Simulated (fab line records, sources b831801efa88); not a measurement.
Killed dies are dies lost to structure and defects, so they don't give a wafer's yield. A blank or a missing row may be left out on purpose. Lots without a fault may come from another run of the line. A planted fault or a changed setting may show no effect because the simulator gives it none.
fab line records | flow sky130
record lots=4 wafers=12 last_day=50
route steps=708 shown LOCAL_INTERCONNECT@400 CONTACT@406 METAL1@434 PAD_OPEN@708
lots that met no fault: from a run of the same line without faults
start_h: hours from the record's first day to the start of the lot's first wafer shown | wait_h: hours since the lot's step before | " the same as in the row above | L1.1+2: a row that stands for several wafers | - no value, or no start given | * or withheld: withheld | < > ~ a bound
route shown NAME@n: a module of which the file shows steps, and the number in the route of the first | usual: mean/standard deviation of fault-free wafers | same: alike in all rows | chamber/n: place in a boat | sites: the reading at each site | _std_site: their standard deviation | _edge_site: outer sites' mean less inner sites' | radius_mm: how far each site lies from the wafer's centre | mask NAME#n: copy n | behind: the tool/chamber that last shaped the wafer | hold: why the lot was held/for how many hours/how that ended | device: the transistor (n, p or np) that didn't switch | end of line: the same wafers' tests at the end of the route | a step without rows: its recipe alone | killed: dies lost to structure and defects at the first sort, not the wafer's yield | map: a wafer's dies, x killed, . not, _ none there
set.NAME: the setting as run; set.NAME@STEP: as run at that earlier step | model.NAME: the simulator's own value behind a step, which no gauge read
lots at some steps of the route; a table a step, a row a wafer
services: from which hour (start_h, from the record's first day; less than 0 if before it) a tool's chamber was out of use, for how many hours, and why
## steps
# step SKY_LOCAL_INTERCONNECT_ETCH_13
# recipe chemistry=N2/H2 target=BARC ion_energy_ev=200 bias_w=100 pressure_mtorr=30 n2_flow_sccm=100 h2_flow_sccm=200 icp_w=500 stop_on=SiO2 time_s=45.9 target_depth_a=600
# step SKY_LOCAL_INTERCONNECT_METAL_ETCH_14
# recipe target_depth_nm=110 stop_on=PSG chemistry=Cl2/BCl3 target=TiN resist_sidewall_deg=88 pressure_mtorr=10 icp_w=900 bias_w=48.5 Cl2_flow_sccm=60 bcl3_flow_sccm=30 time_s=31.4
# step SKY_LOCAL_INTERCONNECT_STRIP_15
# recipe chemistry=O2/N2 power_w=1400 pressure_mtorr=1500 platen_temp_c=withheld o2_flow_sccm=3000 n2_flow_sccm=300 overash_fraction=0.5
# step SKY_LOCAL_INTERCONNECT_STRIP_16
# recipe chemistry=post_etch_residue_remover time_s=1200 temp_c=72.5
# step SKY_LOCAL_INTERCONNECT_CLEAN_17
# recipe chemistry=IPA time_s=180 temp_c=25
# step SKY_LOCAL_INTERCONNECT_CLEAN_18
# recipe chemistry=O3/DIW dry=n2_spin
# step SKY_CONTACT_CVD_00
# recipe material=Si3N4 target_thk_nm=75 temp_c=400 time_s=withheld rf_w=450
# step SKY_CONTACT_HDPCVD_02
# recipe material=SiO2 target_thk_nm=565 sigma_open_frac=0.3 time_s=94.2 temp_c=600 sih4_flow_sccm=60 pressure_mtorr=6
# step SKY_CONTACT_CMP_04
# recipe material=SiO2 down_force_psi=4 platen_rpm=60 pad_velocity_m_s=0.94248
# usual head_pressure_psi=3.999/0.0082 motor_current_A=11.9/1.2 retaining_ring_pressure_frac=1.000/0.005 time_to_endpoint_s=84/6
# columns lot.wafer tool chamber start_h wait_h head_pressure_psi motor_current_A retaining_ring_pressure_frac time_to_endpoint_s model.SiO2_of_CONTACT_HDPCVD_02.thk_nm
L364.4 cmp-02 1 794.61 0.0 1.946 7.7 1.000 108 422.3
L364.2 " 2 " " 1.942 7.6 0.996 114 427.5
L364.1 " 0 " " 1.950 7.7 0.995 109 423
L365.4 cmp-02 1 802.55 0.1 1.944 7.7 0.999 112 425.8
L365.3 " 3 " " 1.941 9.0 1.005 112 425.8
L365.6 " 0 " " 1.932 7.4 1.001 111 425.1
L372.2 cmp-01 0 859.16 0.0 3.993 11.0 0.999 76 336.8
L372.3 " 3 " " 3.993 10.1 0.994 80 338.7
L372.6 " 0 " " 3.987 11.1 0.993 76 336.2
L375.1 cmp-02 0 877.30 0.2 4.022 11.2 0.997 81 338.9
L375.6 " 1 " " 4.012 11.4 0.997 79 340
L375.5 " 2 " " 3.991 12.1 0.992 81 341.9
# step SKY_CONTACT_DEHYDRATE_06
# recipe temp_c=200 time_s=60
# step SKY_CONTACT_HMDS_07
# recipe prime_time_s=60 prime_temp_c=120
# step SKY_CONTACT_COAT_08
# recipe resist=BARC temp_c=withheld time_s=withheld spin_rpm=3000 resist_thk_nm=60
# step SKY_CONTACT_COAT_09
# recipe resist=KrF-thick spin_rpm=3000 resist_thk_nm=450
# step SKY_CONTACT_SOFTBAKE_10
# recipe temp_c=100 time_s=90 resist=KrF-thick
# step SKY_CONTACT_EXPOSE_11
# recipe mask_id=CTM1 na=0.8 source_shape=annular sigma_inner=0.55 sigma_outer=0.85 target_cd_nm=170 dose_mj=38
# step SKY_CONTACT_PEB_12
# recipe peb_temp_c=withheld peb_time_s=withheld resist=KrF-thick
# step SKY_CONTACT_DEVELOP_13
# recipe develop_time_s=60 resist=KrF-thick dev_temp_c=21
# step SKY_CONTACT_ETCH_16
# recipe chemistry=N2/H2 target=BARC ion_energy_ev=200 source_w=500 bias_w=100 pressure_mtorr=30 n2_flow_sccm=100 h2_flow_sccm=200 stop_on=SiO2 time_s=45.9 target_depth_a=600
# step SKY_CONTACT_ETCH_17
# recipe target=SiO2 chemistry=C4F8/O2/Ar stop_on=Si3N4 mask_material=KrF-thick source_w=1500 bias_w=1200 pressure_mtorr=40 c4f8_flow_sccm=withheld O2_flow_sccm=6 Ar_flow_sccm=300 time_s=withheld target_depth_a=3400
# usual oes_product_au=0.892/0.0046
# columns lot.wafer tool chamber start_h wait_h oes_product_au model.etch.depth_nm model.CONTACT.feature_depth_nm
L364.1 rie_diel-03 0 820.85 0.0 1.001 417.2 417.2
L364.2 " 3 " " 1.007 421.4 421.4
L364.4 " 1 " " 0.981 396.6 396.6
L365.3 rie_diel-04 1 828.25 0.0 0.989 402.6 402.6
L365.4 " 0 " " 0.998 414.2 414.2
L365.6 " 2 " " 1.006 410.6 410.6
L372.2 rie_diel-03 2 886.00 0.0 0.880 336.8 336.8
L372.3 " 3 " " 0.887 338.7 338.7
L372.6 " 2 " " 0.888 336.2 336.2
L375.1 rie_diel-02 0 903.65 0.0 0.892 338.9 338.9
L375.5 " 0 " " 0.900 341.9 341.9
L375.6 " 3 " " 0.894 340 340
# step SKY_CONTACT_ETCH_18
# recipe target=Si3N4 chemistry=CHF3/O2 stop_on=TiN source_w=600 bias_w=200 pressure_mtorr=40 chf3_flow_sccm=50 O2_flow_sccm=5 time_s=39 target_depth_a=750
# step SKY_CONTACT_STRIP_19
# recipe chemistry=O2/N2 power_w=1400 pressure_mtorr=1500 platen_temp_c=withheld o2_flow_sccm=3000 n2_flow_sccm=300 overash_fraction=0.5
# step SKY_CONTACT_STRIP_20
# recipe chemistry=post_etch_residue_remover time_s=1200 temp_c=72.5
# step SKY_CONTACT_CLEAN_21
# recipe chemistry=IPA time_s=180 temp_c=25
# step SKY_CONTACT_CLEAN_22
# recipe chemistry=O3/DIW dry=n2_spin
# step SKY_CONTACT_SPUTTER_23
# recipe material=TiN target_thk_nm=20 chamber_pressure_pa=5 power_w=4000 time_s=80
# step SKY_CONTACT_CVD_24
# recipe material=W target_thk_nm=340 time_s=102.12 temp_c=400 pressure_torr=40
# step SKY_CONTACT_CMP_27
# recipe stop_on=SiO2 t_overpolish_s=15 down_force_psi=3.5 platen_rpm=60 target_thk_nm=0 pad_velocity_m_s=0.94248
# usual head_pressure_psi=3.500/0.0088 motor_current_A=11.0/1.1 retaining_ring_pressure_frac=1.000/0.0046
# columns lot.wafer tool chamber start_h wait_h head_pressure_psi motor_current_A retaining_ring_pressure_frac model.SiO2_of_CONTACT_HDPCVD_02.thk_nm
L364.1 cmp-02 0 821.88 0.1 3.496 11.0 0.994 419.9
L364.2 " 2 " " 3.498 11.3 1.001 424.3
L364.4 " 3 " " 3.489 12.7 1.002 419.1
L365.4 cmp-02 3 829.31 0.0 3.491 12.4 1.005 422.6
L365.3 " 1 " " 3.484 10.4 0.998 422.6
L365.6 " 3 " " 3.493 12.6 0.995 421.9
L372.2 cmp-01 0 887.28 0.1 3.507 10.6 0.994 333.6
L372.3 " 1 " " 3.503 12.2 0.996 335.5
L372.6 " 3 " " 3.511 9.5 1.003 333
L375.1 cmp-01 3 904.83 0.2 3.504 9.4 1.005 335.8
L375.6 " 0 " " 3.505 10.5 0.994 336.8
L375.5 " 1 " " 3.494 13.2 0.990 338.7
# step SKY_METAL1_SPUTTER_00
# recipe material=Ti target_thk_nm=15 power_w=3000 time_s=10 chamber_pressure_pa=0.4
# step SKY_PAD_OPEN_PROBE_99
# usual killed_at_M0_to_M3=44/6.4 killed_at_M4_up=3.0/1.8 killed_at_contacts=24/5 killed_at_front_end=16/4.3 killed_at_other=0.4/0.76 killed_dies=88/8.6 killed_on_rim=18/4 killed_open=47/7.2 killed_short=40/5.5
# same gross_dies=492 killed_at_back_side=0
# columns lot.wafer tool chamber start_h wait_h killed_at_M0_to_M3 killed_at_M4_up killed_at_contacts killed_at_front_end killed_at_other killed_dies killed_on_rim killed_open killed_short
L364.1 prober-01 - 1139.22 0.1 42 5 113 13 0 173 61 41 39
L364.2 prober-01 - 1139.27 0.1 36 4 143 13 0 196 52 39 37
L364.4 prober-01 - 1139.37 0.2 42 4 411 13 2 472 96 41 45
L365.3 prober-02 - 1143.05 0.2 32 4 348 16 0 400 90 42 30
L365.4 prober-02 - 1143.10 0.2 50 4 207 10 0 271 85 51 45
L365.6 prober-02 - 1143.20 0.2 47 3 264 18 1 333 76 53 43
L372.2 prober-01 - 1183.51 0.1 51 3 23 21 1 99 22 48 51
L372.3 prober-01 - 1183.56 0.2 56 2 12 20 0 90 23 48 42
L372.6 prober-01 - 1183.71 0.2 42 3 20 16 0 81 15 45 36
L375.1 prober-02 - 1195.44 0.1 45 7 23 23 0 98 21 50 48
L375.5 prober-02 - 1195.64 0.2 48 5 27 14 0 94 22 46 48
L375.6 prober-02 - 1195.69 0.2 43 3 29 16 0 91 17 52 39
# killed by level:class
L364.1 CONTACT:area_cmp=92 VIA1:geometric_particle:short=10 VIA1:geometric_particle:open=8 CONTACT:geometric_particle:open=7 LI_CONTACT:geometric_particle:open=6 VIA2:geometric_particle:open=6 METAL2:geometric_particle:short=4 CONTACT:geometric_particle:short=4
L364.2 CONTACT:area_cmp=119 METAL1:geometric_particle:short=10 VIA1:geometric_particle:open=10 CONTACT:geometric_particle:open=8 POLY_GATE:geometric_particle:short=5 LI_CONTACT:geometric_particle:open=5 VIA2:geometric_particle:open=4 VIA3:geometric_particle:short=4
L364.4 CONTACT:area_cmp=385 VIA1:geometric_particle:open=13 CONTACT:geometric_particle:open=9 METAL1:geometric_particle:short=9 LI_CONTACT:geometric_particle:short=6 VIA1:geometric_particle:short=5 VIA3:geometric_particle:open=5 FIELD_ISO:geometric_particle:short=4
L365.3 CONTACT:area_cmp=328 CONTACT:geometric_particle:open=9 VIA1:geometric_particle:open=6 FIELD_ISO:geometric_particle:open=5 FIELD_ISO:geometric_particle:short=5 LI_CONTACT:geometric_particle:open=5 METAL1:geometric_particle:short=5 CONTACT:geometric_particle:short=4
L365.4 CONTACT:area_cmp=175 CONTACT:geometric_particle:open=14 VIA1:geometric_particle:open=10 VIA3:geometric_particle:open=8 CONTACT:geometric_particle:short=7 METAL1:geometric_particle:short=7 LOCAL_INTERCONNECT:geometric_particle:short=6 VIA2:geometric_particle:open=5
L365.6 CONTACT:area_cmp=237 CONTACT:geometric_particle:open=13 VIA2:geometric_particle:open=11 METAL1:geometric_particle:short=8 VIA1:geometric_particle:short=7 VIA1:geometric_particle:open=6 POLY_GATE:geometric_particle:open=5 POLY_GATE:geometric_particle:short=5
L372.2 VIA1:geometric_particle:short=8 VIA1:geometric_particle:open=8 VIA2:geometric_particle:open=8 VIA3:geometric_particle:open=7 LI_CONTACT:geometric_particle:open=6 METAL2:geometric_particle:short=6 POLY_GATE:geometric_particle:open=5 LI_CONTACT:geometric_particle:short=5
L372.3 VIA1:geometric_particle:open=14 VIA1:geometric_particle:short=9 FIELD_ISO:geometric_particle:open=6 VIA3:geometric_particle:open=6 METAL2:geometric_particle:short=6 VIA2:geometric_particle:open=6 POLY_GATE:geometric_particle:open=5 LI_CONTACT:geometric_particle:open=5
L372.6 VIA1:geometric_particle:open=13 CONTACT:geometric_particle:open=7 VIA2:geometric_particle:open=6 POLY_GATE:geometric_particle:short=5 VIA3:geometric_particle:open=5 METAL1:geometric_particle:short=5 METAL2:geometric_particle:short=5 FIELD_ISO:geometric_particle:open=4
L375.1 VIA1:geometric_particle:open=12 METAL1:geometric_particle:short=9 LI_CONTACT:geometric_particle:open=7 CONTACT:geometric_particle:open=7 FIELD_ISO:geometric_particle:open=6 METAL4:geometric_particle:short=6 FIELD_ISO:geometric_particle:short=5 VIA3:geometric_particle:open=5
L375.5 LI_CONTACT:geometric_particle:open=10 VIA2:geometric_particle:short=9 METAL1:geometric_particle:short=7 VIA1:geometric_particle:open=7 FIELD_ISO:geometric_particle:open=6 LI_CONTACT:geometric_particle:short=6 METAL2:geometric_particle:short=6 CONTACT:geometric_particle:open=5
L375.6 VIA1:geometric_particle:open=12 CONTACT:geometric_particle:open=11 METAL1:geometric_particle:short=9 LI_CONTACT:geometric_particle:open=8 VIA2:geometric_particle:open=7 FIELD_ISO:geometric_particle:short=6 CONTACT:geometric_particle:short=5 POLY_GATE:geometric_particle:open=3
# map L364.4 (x killed, . not)
__________xxxxxxxxxx_________
________xxxxxxxxxxxxxx_______
______xxxxxxxxxxxxxxxxxx_____
_____xxxxxxxxxxxx.xxxxxxx____
____xxxxxxxxxxxxxxxxxxxxxx___
___xxxxxxxxxxxxxxxxxxxxxxxx__
__xxxxxxxxxxxxxxxxx.xxxxxxxx_
_xxxxxxxx.xxxxxxxxxxxxxxxxxxx
_xxxxxxxxx.x..x.xx.xxxxxxxxxx
_xxxxxxxxxxxxxxxxxxx..xxxxxxx
_xxxxxxxxxx.xxxxxxxx.xxx.xxxx
_xxxxxxxxxxxxxxxxxxx..xxxxxxx
_xxxxxxxxx.xxxxx.xxxxxxxxxxxx
_xxxxxxxxxxxxxxxxxx.xxxxxxxxx
_xxxxxxxxxxxxx.xxxxxxxxxxxxxx
__xxxxxxxxx.xxxxxxxxxxxxxxxx_
___xxxxxxxxxxxxxxxxxxxxxxxx__
____xxxxxxxxxxxxxxxxxxxxxx___
_____xxxxxxxxxxxxxxxxxxxx____
______xxxxxxxxxxxxxxxxxx_____
________xxxxxxxxxxxxxx_______
__________xxxxxxxxxx_________
# map L365.3 (x killed, . not)
__________xxxxxxxxxx_________
________xxxxxxxxxx.x.x_______
______xxxxx.xxx.x.x...x._____
_____xxxxxxxx.x.x..xxxx..____
____xxxxxxxx..x.xxxx.x..xx___
___xxxx.xxxx..x.xxxxx...x.x__
__xxxxxxxxxx.x.xxx.xxx.xx.xx_
_xxxxxxxxxx.x.x.x....xxx.xxxx
_xxxxxxxxx.x......xx.xx.xxxxx
_xxxxxxxxxx..x.xxx....x..xxxx
_xxxxxxxxxxxx.....xx...xxxxxx
_xxxxxxxxxxxx.....x.xx.xxxxxx
_xxxxxxxxxxxxxx...x..xxxxxxxx
_xxxxxxxxxxxxxxx.xxxxxxxxxxxx
_xxxxxxxxxxxxxx.x.xxxx.xxxxxx
__xxxxxxxxxxxxxxxx..xx.xxxxx_
___xxxxxxxxxxxxx..xxxxxxxxx__
____xxxxx.xxxxxxx.xxxxxxxx___
_____xxxxxxxxxxxxxxxxxxxx____
______xxxxxxxxxxxxxx.xxx_____
________xxxxxxxxxxxxxx_______
__________xxxxxxxxxx_________
## services
# columns tool chamber start_h hours kind
rie_diel-03 1 782.40 21.7 repair
rie_diel-02 2 810.79 31.5 repair
cmp-02 - 812.20 0.6 repair
rie_diel-04 3 824.00 11.3 repair
rie_diel-04 0 828.41 5.4 repair
rie_diel-04 1 828.77 6.9 repair
cmp-02 - 830.73 3.0 repair
rie_diel-04 2 834.22 7.9 repair
rie_diel-02 1 840.87 4.1 repair
rie_diel-04 1 847.74 14.6 repair
cmp-02 - 855.57 0.8 repair
rie_diel-02 3 858.95 3.1 repair
cmp-02 - 875.83 0.6 repair
rie_diel-02 1 877.29 3.6 repair
## key
first_sign step=SKY_CONTACT_CMP_04 reading=head_pressure_psi direction=down sigmas=99+ usual=3.999 struck=1.942
effect step=SKY_CONTACT_CMP_04 reading=time_to_endpoint_s direction=up sigmas=4.5 usual=* struck=*
effect step=SKY_CONTACT_ETCH_17 reading=oes_product_au direction=up sigmas=23 usual=0.892 struck=0.997
effect step=SKY_PAD_OPEN_PROBE_99 reading=killed_at_contacts direction=up sigmas=44 usual=24 struck=248
model_effect step=SKY_CONTACT_CMP_04 value=SiO2_of_CONTACT_HDPCVD_02.thk_nm without=340.6 struck=424.9
model_effect step=SKY_CONTACT_ETCH_17 value=etch.depth_nm without=340.6 struck=410.4
model_effect step=SKY_CONTACT_CMP_27 value=SiO2_of_CONTACT_HDPCVD_02.thk_nm without=337.4 struck=421.7
more_kills_born_at SKY_CONTACT_CMP_04@cmp-02=1336
met_at SKY_CONTACT_CMP_04
struck_wafers L364.1,L364.2,L364.4,L365.3,L365.4,L365.6
later_rows_left_out L364.4,L365.3
tester_left_out L364,L365
fault kind=process_parameter_drift tool=cmp-02 chamber=- onset_h=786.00 steps=SKY_CONTACT_CMP_04 channel=down_force_psi offset=-2.0567 shape=step end_h=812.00 acts_in=these_recipes_only stated=4
# tester_left_out: of these lots the tester's yield and bins aren't shown, on N5 and GAA mostly nor the transistor test; their killed dies are dies lost to structure and defects alone, not to doping, threshold or leakage, so they don't give the yield
# later_rows_left_out: the simulator's readings of these wafers behind a module that went badly wrong aren't trusted and aren't shown, but for the sort
